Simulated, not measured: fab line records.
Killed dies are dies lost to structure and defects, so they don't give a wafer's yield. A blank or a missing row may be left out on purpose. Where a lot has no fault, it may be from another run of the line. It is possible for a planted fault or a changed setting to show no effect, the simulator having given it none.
Chamber matching | flow gf180mcu | 4 sister chambers for GF_V3_CMP_04 on cmp-02
The step polishes SiO2. 4 wafers are shown with their chamber, then 8 later ones without.

## EACH WAFER AND ITS CHAMBER
wafer  | chamber | motor-current-A (A)
L732.1 | 0       | 9.3
L738.2 | 3       | 10.3
L738.4 | 2       | 13.6
L739.3 | 1       | 13.8

## WAFERS WHOSE CHAMBER IS MISSING
wafer  | motor-current-A (A)
L739.4 | 10.1
L739.6 | 14.3
L741.3 | 9.9
L741.4 | 14.5
L741.5 | 10.2
L747.2 | 8.7
L747.4 | 13.4
L747.6 | 13.8

## WHICH CHAMBER EACH ONE RAN IN
wafer  | from the rows above     | in truth
L739.4 | can't be placed: 3 or 0 | 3
L739.6 | can't be placed: 1 or 2 | 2
L741.3 | can't be placed: 3 or 0 | 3
L741.4 | can't be placed: 1 or 2 | 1
L741.5 | can't be placed: 3 or 0 | 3
L747.2 | 0                       | 0
L747.4 | can't be placed: 2 or 1 | 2
L747.6 | can't be placed: 1 or 2 | 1
Correct placement for 1 of the 8. Can't be placed from these rows: 7 (the true chamber is among the candidates in 7). Placed wrongly: 0.
How it was worked out, from the rows above alone: a wafer's distance from a chamber is the root of the sum, over the readings, of the square of ((its reading less the chamber's mean) divided by the reading's scatter). The wafer belongs to the nearest chamber; if the next one is less than 2 further off, it can't be placed. For every chamber, the mean is computed from those of its wafers that are shown. The scatter: root of mean squared gap, hidden wafer to nearest shown wafer, with one shown wafer a chamber.
